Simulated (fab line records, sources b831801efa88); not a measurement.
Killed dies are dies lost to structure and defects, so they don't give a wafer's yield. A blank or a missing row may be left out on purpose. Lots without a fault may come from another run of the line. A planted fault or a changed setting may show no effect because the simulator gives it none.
Which tool did it? | flow sky130 | 14 lots, 41 wafers sampled, at 4 steps of a route of 708

WHAT THE GAUGES READ, wafer by wafer
SKY_POLY_CUT_OVL_MEAS_09. Usual: POLY_CUT_OVL -7 nm, standard deviation 4.7.
lot  | measured     | on         | POLY_CUT_OVL (nm) | flag
L853 | day 24 11:14 | overlay-02 | -12 -8 -12        |
L856 | day 25 05:53 | overlay-02 | -10 -7 -6         |
L858 | day 26 10:37 | overlay-01 | -2 -6 -8          |
L859 | day 26 22:44 | overlay-01 | -8 -10 -7         |
L862 | day 28 09:16 | overlay-01 | -1 0 -3           |
L864 | day 28 14:50 | overlay-01 | -5 -4 -4          |
L865 | day 28 18:45 | overlay-02 | -12 -13           |
L866 | day 28 20:31 | overlay-01 | -14 -10 -7        |
L868 | day 29 18:23 | overlay-02 | -7 -6 -4          |
L869 | day 30 00:47 | overlay-01 | -1 -2 6           |
L870 | day 30 06:58 | overlay-02 | -2 2 1            |
L872 | day 30 18:02 | overlay-02 | -15 -9 -15        |
L874 | day 31 12:28 | overlay-01 | 1 -5 -2           |
L876 | day 32 00:28 | overlay-02 | -3 -4 -5          |

SKY_SD_N_OVL_MEAS_08. Usual: SD_N_OVL 0.3 nm, standard deviation 1.3.
lot  | measured     | on         | SD_N_OVL (nm)  | flag
L853 | day 28 02:02 | overlay-01 | -0.9 0.8 -1.3  |
L856 | day 28 20:49 | overlay-02 | 1.1 1.2 0.5    |
L858 | day 30 00:13 | overlay-01 | -0.2 0.2 0.3   |
L859 | day 30 12:05 | overlay-02 | 0.9 -1.7 0.5   |
L862 | day 31 21:32 | overlay-01 | 1.6 1.2 1.7    |
L864 | day 32 01:58 | overlay-02 | 1.0 0.1 -0.2   |
L865 | day 32 07:12 | overlay-02 | -0.1 0.7       |
L866 | day 32 08:26 | overlay-01 | 4.2 3.2 3.2    |
L868 | day 33 04:34 | overlay-01 | 1.2 -0.1 0.4   |
L869 | day 33 10:43 | overlay-02 | -1.5 -1.0 -1.2 |
L870 | day 33 16:25 | overlay-02 | -1.9 -0.4 -0.3 |
L872 | day 34 02:52 | overlay-02 | -0.3 -1.4 -1.3 |
L874 | day 34 22:02 | overlay-02 | -0.6 0.3 1.1   |
L876 | day 35 08:07 | overlay-01 | -0.5 -0.5 -0.7 |

SKY_LI_CONTACT_THK_MEAS_01. Usual: LI_CONTACT_HDPCVD_THK 927 nm, standard deviation 13.
lot  | measured     | on            | LI_CONTACT_HDPCVD_THK (nm) | flag
L853 | day 28 03:16 | film_metro-04 | 906 937 908                |
L856 | day 28 22:02 | film_metro-04 | 925 914 931                |
L858 | day 30 01:25 | film_metro-01 | 927 943 924                |
L859 | day 30 13:20 | film_metro-03 | 930 926 927                |
L862 | day 31 22:44 | film_metro-01 | 933 930 907                |
L864 | day 32 03:10 | film_metro-01 | 949 912 955                |
L865 | day 32 08:28 | film_metro-03 | 937 913                    |
L866 | day 32 09:39 | film_metro-04 | 919 925 910                |
L868 | day 33 05:46 | film_metro-01 | 920 946 911                |
L869 | day 33 11:55 | film_metro-03 | 793 800 807                | OFF
L870 | day 33 17:37 | film_metro-04 | 787 805 781                | OFF
L872 | day 34 04:05 | film_metro-01 | 801 790 812                | OFF
L874 | day 34 23:14 | film_metro-04 | 903 935 923                |
L876 | day 35 09:19 | film_metro-03 | 940 904 926                |

WHICH TOOL RAN EACH LOT (tool, then ch and the chambers of the sampled wafers, then the start)
lot  | SKY_LI_CONTACT_HDPCVD_00
L853 | hdpcvd-01 ch 1,2, day 28 03:09
L856 | hdpcvd-02 ch 0,1,2, day 28 21:56
L858 | hdpcvd-02 ch 0,1,2, day 30 01:18
L859 | hdpcvd-02 ch 1,2, day 30 13:14
L862 | hdpcvd-01 ch 1,2, day 31 22:38
L864 | hdpcvd-02 ch 0,2, day 32 03:03
L865 | hdpcvd-01 ch 0,2, day 32 08:23
L866 | hdpcvd-01 ch 1,2, day 32 09:33
L868 | hdpcvd-02 ch 0,1,2, day 33 05:40
L869 | hdpcvd-02 ch 0,1,2, day 33 11:48
L870 | hdpcvd-02 ch 0,1,2, day 33 17:31
L872 | hdpcvd-02 ch 0,1, day 34 03:58
L874 | hdpcvd-01 ch 0,1,2, day 34 23:08
L876 | hdpcvd-01 ch 0,2, day 35 09:13
- SKY_LI_CONTACT_HDPCVD_00: deposits PSG, target thk 930 nm, time 155 s.

WHAT THE TOOLS THEMSELVES READ (means of the sampled wafers that have a number; where no wafer has one, the mark that the record gives instead)
SKY_LI_CONTACT_HDPCVD_00. Usual: sih4_flow_sccm 60.03 sccm, standard deviation 0.16.
lot  | tool      | sih4_flow_sccm (sccm) | flag
L853 | hdpcvd-01 | 60.26                 |
L856 | hdpcvd-02 | 60.15                 |
L858 | hdpcvd-02 | 60.17                 |
L859 | hdpcvd-02 | 59.96                 |
L862 | hdpcvd-01 | 60.14                 |
L864 | hdpcvd-02 | 60.19                 |
L865 | hdpcvd-01 | 60.13                 |
L866 | hdpcvd-01 | 60.01                 |
L868 | hdpcvd-02 | 60.05                 |
L869 | hdpcvd-02 | 60.00                 |
L870 | hdpcvd-02 | 59.92                 |
L872 | hdpcvd-02 | 59.96                 |
L874 | hdpcvd-01 | 59.98                 |
L876 | hdpcvd-01 | 59.96                 |

THE ANSWER, worked out from the rows above alone
Rule: a lot is off if the mean of its wafers that have a number lies more than 3 standard deviations from the usual mean. A lot without any number at a reading at which 4 lots or more have one is off too. The other lots that the step has rows for count as sound. The gauges are gone through in route order, then the tools' own readings, and for those a lot's mean is taken as printed above. The first step at which some lot is off is used, and at that step the reading that is off furthest; a lot without a number counts as furthest.
Off: L869, L870, L872, at SKY_LI_CONTACT_THK_MEAS_01 (LI_CONTACT_HDPCVD_THK).
A tool fits if, at a process step before that reading, it ran every lot that is off, and no sound lot after the first of them. The gauges at SKY_LI_CONTACT_THK_MEAS_01 are tried like those tools. One fits: hdpcvd-02 at SKY_LI_CONTACT_HDPCVD_00. Its last sound lot is L868 (day 33 05:40), its first lot that is off L869 (day 33 11:48): a fault that began between those two fits.

WHAT THE SIMULATOR HAD PUT IN
Site profile drift: hdpcvd-02, from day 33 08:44 on, at SKY_LI_CONTACT_HDPCVD_00. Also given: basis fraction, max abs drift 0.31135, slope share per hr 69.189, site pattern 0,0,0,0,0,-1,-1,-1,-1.
Lots struck among those shown: L869, L870, L872. The rule above found the same.
